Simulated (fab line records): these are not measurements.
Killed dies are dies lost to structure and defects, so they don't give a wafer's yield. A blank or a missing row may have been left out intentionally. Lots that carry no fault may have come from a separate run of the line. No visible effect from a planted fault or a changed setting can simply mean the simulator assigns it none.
What tool caused it?    flow sky130    12 lots with 36 wafers sampled at 4 steps, on a route of 708 steps

WHAT THE GAUGES SHOWED, per wafer
SKY_VIA4_THK_MEAS_20: measures by xrf.
lot   measured      on             VIA4_W_THK (nm)
L075  day 43 10:20  film-metro-03  513 511 514
L077  day 44 08:17  film-metro-01  510 507 509
L078  day 44 17:11  film-metro-03  514 520 517
L081  day 45 17:31  film-metro-01  511 515 513
L082  day 46 00:26  film-metro-04  504 508 516
L085  day 46 12:35  film-metro-03  513 523 516
L088  day 47 09:26  film-metro-03  519 528 521
L090  day 47 11:14  film-metro-04  513 519 506
L091  day 47 16:10  film-metro-04  517 522 514
L093  day 48 03:56  film-metro-03  509 506 511
L095  day 48 10:52  film-metro-04  494 503 519
L097  day 48 19:49  film-metro-04  509 515 506

WHICH TOOL RAN EACH LOT (tool, then ch and the chambers of the sampled wafers, then the start)
lot   SKY_VIA1_ETCH_14                    SKY_CAPM_SPUTTER_02           SKY_METAL4_STRIP_19
L075  rie-diel-04 ch 0,1,3, day 34 10:43  pvd-sputter-02, day 36 21:23  plasma-asher-04 ch 0,1, day 42 08:28
L077  rie-diel-04 ch 1,3, day 35 16:23    pvd-sputter-02, day 38 01:13  plasma-asher-03 ch 0,1, day 43 07:38
L078  rie-diel-01 ch 1,3, day 36 01:41    pvd-sputter-04, day 38 10:53  plasma-asher-04 ch 0,1, day 43 16:27
L081  rie-diel-01 ch 0,3, day 37 06:20    pvd-sputter-04, day 39 13:38  plasma-asher-04 ch 0,1, day 44 17:37
L082  rie-diel-01 ch 0,1,2, day 37 15:23  pvd-sputter-01, day 39 23:38  plasma-asher-03 ch 0,1, day 45 01:10
L085  rie-diel-02 ch 0,1,2, day 38 08:11  pvd-sputter-01, day 40 14:10  plasma-asher-01 ch 0,1, day 45 14:01
L088  rie-diel-04 ch 0,1,2, day 39 06:28  pvd-sputter-02, day 41 12:23  plasma-asher-01 ch 0,1, day 46 10:46
L090  rie-diel-04 ch 2,3, day 39 09:53    pvd-sputter-01, day 41 15:07  plasma-asher-03 ch 0,1, day 46 12:11
L091  rie-diel-01 ch 1,2,3, day 39 15:40  pvd-sputter-01, day 41 20:38  plasma-asher-04 ch 0,1, day 46 17:44
L093  rie-diel-01 ch 1,2, day 40 07:37    pvd-sputter-01, day 42 12:56  plasma-asher-03 ch 0,1, day 47 05:56
L095  rie-diel-04 ch 0,1,2, day 40 14:53  pvd-sputter-04, day 42 19:17  plasma-asher-01 ch 0,1, day 47 13:10
L097  rie-diel-04 ch 0,1,2, day 41 03:20  pvd-sputter-01, day 43 07:26  plasma-asher-03 ch 0,1, day 47 22:19
- SKY_VIA1_ETCH_14: etches BARC in N2/H2, stops on SiO2, time 45.9 s, target depth 60 nm.
- SKY_CAPM_SPUTTER_02: material TiN, target thk 200 nm, time 166.7 s.
- SKY_METAL4_STRIP_19: strips in O2/N2.

THE ANSWER, worked out from the rows above alone
Rule: usual is defined by the lots themselves. The widest of any qualifying gaps counts: lots, ordered by their means at a reading, are off when they make up no more than a third of the lots, leave a main group of 4 or more, and stand apart from it by 3 or more times the standard deviation of that group's means. Not used: any main group whose means are identical at the precision the tables above print for the reading. A lot without any number at a reading at which 4 lots or more have one is off too. The other lots that the step has rows for count as sound.
No lot is off on any of the readings shown, so nothing can be concluded from this.

WHAT WAS PUT IN BY THE SIMULATOR
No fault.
